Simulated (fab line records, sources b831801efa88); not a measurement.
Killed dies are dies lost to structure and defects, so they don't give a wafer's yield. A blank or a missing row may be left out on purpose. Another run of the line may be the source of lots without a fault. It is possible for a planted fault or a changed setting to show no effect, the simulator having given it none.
Problem report, 8D (eight disciplines) form, completed by code / flow gf180mcu / the parts of the form that need people (team, actions taken, sign-off) are left out

## 1. WHAT WENT WRONG
time_to_endpoint_s at GF_V3_CMP_04 reads a mean of 49 s on 1 wafer of 1 lot; wafers without a fault read 79 s with a standard deviation of 6.4. Relative to the usual mean, that is a shift of -4.7 standard deviations.
The step: polishes SiO2.
Seen first at day 27 03:22 on cmp-02, wafer L620.4. At this step, 36 wafers from 12 lots have a number in the record. By rule, "out" or "out of limits" means more than 4 standard deviations away from the usual mean. Any other wafer with a number is counted as sound.

## 2. WHAT IT IS, WHAT IT ISN'T
question=which readings at this step | is=time_to_endpoint_s | is not=motor_current_A
question=which lots | is=L620 | is not=L604, L606, L607, L608, L611, L612, L613, L614, L615, L624, L627
question=which wafers of those lots | is=L620.4 | is not=L620.2, L620.3
question=read on which tools | is=cmp-02 | is not=cmp-01
question=when | is=from day 27 03:22 | is not=up to then (29 sound wafers); but 6 sound wafers of L624, L627 came after

## 3. WHAT RULES OUT EACH SUSPECT
Counting: any tool at a process step up to the reading remains a suspect provided it ran every lot that is out. Sound lots after the first of them don't rule it out here, since some wafers of a struck lot are sound.
- pvd_sputter-01 at GF_M3_SPUTTER_01 (material TiN, target thk 30 nm, time 25 s): kept. L620, the lot that is out, went through it at day 26 05:28; up to then, the latest sound lot through it was L612 at day 23 13:10.
- cmp-02 at GF_V3_CMP_04 (polishes SiO2): kept. L620, the lot that is out, went through it at day 27 03:22; up to then, the latest sound lot through it was L615 at day 25 07:29. Its own time_to_endpoint_s readings are out on those wafers.
- Within cmp-02 at GF_V3_CMP_04: the wafers that are out ran in chamber 1; their sound lot-mates ran in chambers 2, 3.
The count leaves cmp-02 at GF_V3_CMP_04 and pvd_sputter-01 at GF_M3_SPUTTER_01.

## 4. THE CAUSE (what the simulator had put in)
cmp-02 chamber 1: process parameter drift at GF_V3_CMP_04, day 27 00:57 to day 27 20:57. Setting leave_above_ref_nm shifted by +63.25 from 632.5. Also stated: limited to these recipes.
Of the 2 suspects that counting leaves, this tool is one.

## 5. SEQUENCE OF EFFECTS, ordered by route
Rows list readings where the struck wafers' mean (over those with a number) sits beyond 3 standard deviations from the usual. Only readings whose record carries a usual standard deviation are examined. hours: median over the lots of the time between each lot's start at the first step of this table that gives one and its start at this step. sigmas: the change, counted in usual standard deviations.
hours=0; step=GF_V3_CMP_04; reading=time_to_endpoint_s; usual=79 s; on struck wafers=49; change=-30; sigmas=-4.7
hours=-; step=GF_V3_ETCH_17; reading=oes_product_au; usual=0.856 a.u.; on struck wafers=0.906; change=+0.050; sigmas=+12
It contains these process steps:
- GF_V3_CMP_04: polishes SiO2.
- GF_V3_ETCH_17: etches SiO2 in C4F8/O2/Ar, stops on TiN, target depth 635 nm.

## 6. HOW IT WOULD HAVE BEEN CAUGHT EARLIER
In this record no reading fell out of limits until day 27 03:22, 2 hours after the fault had begun at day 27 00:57.
